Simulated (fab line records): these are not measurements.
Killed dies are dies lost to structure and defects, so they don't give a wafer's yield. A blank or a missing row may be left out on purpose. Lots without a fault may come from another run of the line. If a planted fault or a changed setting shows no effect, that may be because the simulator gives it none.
Which tool did it? | flow gf180mcu | 21 wafers from 7 lots sampled at 2 of the route's 602 steps

== WHAT THE GAUGES READ, wafer by wafer ==
GF_SALICIDE_RS_MEAS_04: a four-point-probe measurement.
lot  | measured     | on            | SALICIDE_TIN_RS (ohm/sq)
L155 | day 16 03:26 | film_metro-03 | 16.8 16.7 16.7
L157 | day 16 17:44 | film_metro-01 | 17.0 16.2 16.1
L159 | day 17 17:13 | film_metro-01 | 17.1 16.3 16.4
L168 | day 20 12:34 | film_metro-01 | 8.7 8.7 8.6
L170 | day 21 09:49 | film_metro-04 | 16.2 16.2 16.4
L172 | day 21 23:12 | film_metro-04 | 17.0 16.3 16.7
L176 | day 23 02:14 | film_metro-01 | 16.3 16.3 16.6

== TOOL THAT RAN EACH LOT (tool first, then ch and the chambers of the sampled wafers, then the start) ==
lot  | GF_SALICIDE_SPUTTER_02
L155 | pvd_sputter-01, day 16 03:22
L157 | pvd_sputter-03, day 16 17:41
L159 | pvd_sputter-01, day 17 17:10
L168 | pvd_sputter-01, day 20 12:19
L170 | pvd_sputter-02, day 21 09:44
L172 | pvd_sputter-01, day 21 23:09
L176 | pvd_sputter-02, day 23 02:08
- GF_SALICIDE_SPUTTER_02: material Co, target thk 10 nm, time 20 s.

== THE ANSWER, worked out from the rows above alone ==
Rule: the usual values come from the lots themselves. Put in order of their means at a reading, lots are off if they are a third of the lots or fewer, leave a main group of 4 or more, and stand apart from it by a gap of 3 or more times the standard deviation of the main group's means; of several such gaps the widest counts. A main group whose means are all the same, to the digits that the tables above print for the reading, isn't used. Also off: a lot with no number at a reading for which 4 or more lots have one. Any other lot the step has rows for is counted as sound.
Off: L168, at GF_SALICIDE_RS_MEAS_04 (SALICIDE_TIN_RS). The main group: mean 16.5 ohm/sq, standard deviation 0.16.
If a tool, at a process step before that reading, ran all the lots that are off and no sound lot after the first of them, it fits. Those tools and the gauges at GF_SALICIDE_RS_MEAS_04 are tried in the same way. Not one of the candidates tried fits.

== WHAT THE SIMULATOR HAD INSERTED ==
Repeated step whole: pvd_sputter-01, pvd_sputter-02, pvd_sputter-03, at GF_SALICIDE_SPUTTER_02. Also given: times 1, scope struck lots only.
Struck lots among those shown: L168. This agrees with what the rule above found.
